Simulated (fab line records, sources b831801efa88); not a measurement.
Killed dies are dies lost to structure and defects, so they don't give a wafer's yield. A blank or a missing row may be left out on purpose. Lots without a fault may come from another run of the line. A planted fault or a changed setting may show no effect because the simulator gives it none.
A struck lot beside a sound one | flow sky130 | 26 steps out of a route of 708
Sound: wafers L227.2, L227.3, L227.6. Struck: wafers L232.2, L232.5, L232.6. The cause comes at the end.
At each step with rows: each side's tool, then ch and its chambers, then its first start. Under that, the readings that differ: sound wafers | struck wafers | difference of the means | sigmas: that difference in standard deviations of wafers without a fault.
alike: readings whose means differ by less than 2 such deviations, and words and numbers that are the same on both sides. not compared: withheld readings, readings that some wafer has no value for, bounds like >300 that may hide the same value, and numbers for which the record gives no deviation and whose values overlap.
The two part at a step that has a row with sigmas, a row that says differs or no value, or rows on one side only. Numbers that don't overlap but have no deviation are shown without sigmas and don't part them. A reading that every wafer of one side lacks parts them only if that side has two wafers or more.

SKY_LDD_N_STRIP_16: strips in O2/N2.
  sound on plasma_asher-03 ch 0,1, day 18 01:46; struck on plasma_asher-04 ch 0,1, day 20 10:55
  alike: drypump_motor_current_A, oes_product_au, strip_time_to_endpoint_s
  not compared: rf_hours_counter_h
SKY_LDD_N_TW_MEAS_17:
  sound on film_metro-02, day 18 01:52; struck on film_metro-02, day 20 11:01
  alike: LDD_N_TW
then, 7 steps without rows for these wafers: SKY_LDD_P_DEHYDRATE_00 (time 60 s); SKY_LDD_P_HMDS_01 (prime time 60 s); SKY_LDD_P_COAT_02 (resist thk 1140 nm); SKY_LDD_P_SOFTBAKE_03 (time 60 s); SKY_LDD_P_EXPOSE_04 (exposes mask PSDM, target cd 380 nm); SKY_LDD_P_PEB_05; SKY_LDD_P_DEVELOP_06 (develop time 60 s).
SKY_LDD_P_CD_MEAS_07: target cd 380 nm.
  sound on cd_sem-02, day 19 07:20; struck on cd_sem-02, day 22 06:25
  reading    | sound             | struck            | difference | sigmas
  cd_nm (nm) | 384.3 382.3 381.4 | 378.4 378.7 378.3 | -4.2       | -2
SKY_LDD_P_OVL_MEAS_08:
  sound on overlay-02, day 19 07:26; struck on overlay-02, day 22 06:32
  alike: LDD_P_OVL
then, 1 step without rows for these wafers: SKY_LDD_P_IMPLANT_09.
SKY_LDD_P_STRIP_10: strips in O2/N2.
  sound on plasma_asher-04 ch 0,1, day 19 07:37; struck on plasma_asher-04 ch 0,1, day 22 06:43
  reading                                    | sound             | struck            | difference                    | sigmas
  oes_product_au (a.u.)                      | 0.721 0.717 0.721 | 0.952 0.948 0.943 | +0.228                        | +50
  strip_time_to_endpoint_s (s)               | 14.16 14.13 14.15 | - - -             | no value on the struck wafers |
  model.NOVOLAK_of_LDD_P_COAT_02.thk_nm (nm) | 0 0 0             | 196.4 196.7 197   | +196.7                        |
  alike: drypump_motor_current_A
  not compared: rf_hours_counter_h
SKY_LDD_P_TW_MEAS_11:
  sound on film_metro-03, day 19 07:44; struck on film_metro-03, day 22 06:49
  alike: LDD_P_TW
then, 7 steps without rows for these wafers: SKY_LDD_HVN_DEHYDRATE_00 (time 60 s); SKY_LDD_HVN_HMDS_01 (prime time 60 s); SKY_LDD_HVN_COAT_02 (resist thk 300 nm); SKY_LDD_HVN_SOFTBAKE_03 (time 60 s); SKY_LDD_HVN_EXPOSE_04 (exposes mask HVNTM, target cd 700 nm); SKY_LDD_HVN_PEB_05; SKY_LDD_HVN_DEVELOP_06 (develop time 60 s).
SKY_LDD_HVN_OVL_MEAS_07:
  sound on overlay-01, day 20 13:59; struck on overlay-01, day 23 11:56
  alike: LDD_HVN_OVL
then, 1 step without rows for these wafers: SKY_LDD_HVN_IMPLANT_08.
SKY_LDD_HVN_STRIP_09: strips in O2/N2.
  sound on plasma_asher-02 ch 0,1, day 20 14:10; struck on plasma_asher-04 ch 0,1, day 23 12:07
  reading                      | sound             | struck            | difference | sigmas
  oes_product_au (a.u.)        | 0.415 0.413 0.410 | 0.541 0.544 0.544 | +0.130     | +30
  strip_time_to_endpoint_s (s) | 4.156 4.132 4.149 | 7.317 7.336 7.340 | +3.185     | +99 or more
  alike: drypump_motor_current_A
  not compared: rf_hours_counter_h
SKY_LDD_HVN_TW_MEAS_10:
  sound on film_metro-03, day 20 14:16; struck on film_metro-01, day 23 12:13
  reading    | sound          | struck      | difference | sigmas
  LDD_HVN_TW | 1429 1422 1431 | 137 136 135 | -1291      | -99 or more
then, 1 step without rows for these wafers: SKY_LDD_HVP_DEHYDRATE_00 (time 60 s).

WHERE THEY PART
First at SKY_LDD_P_CD_MEAS_07; last, within this record, at SKY_LDD_HVN_TW_MEAS_10.

WHY: what the simulator had put in
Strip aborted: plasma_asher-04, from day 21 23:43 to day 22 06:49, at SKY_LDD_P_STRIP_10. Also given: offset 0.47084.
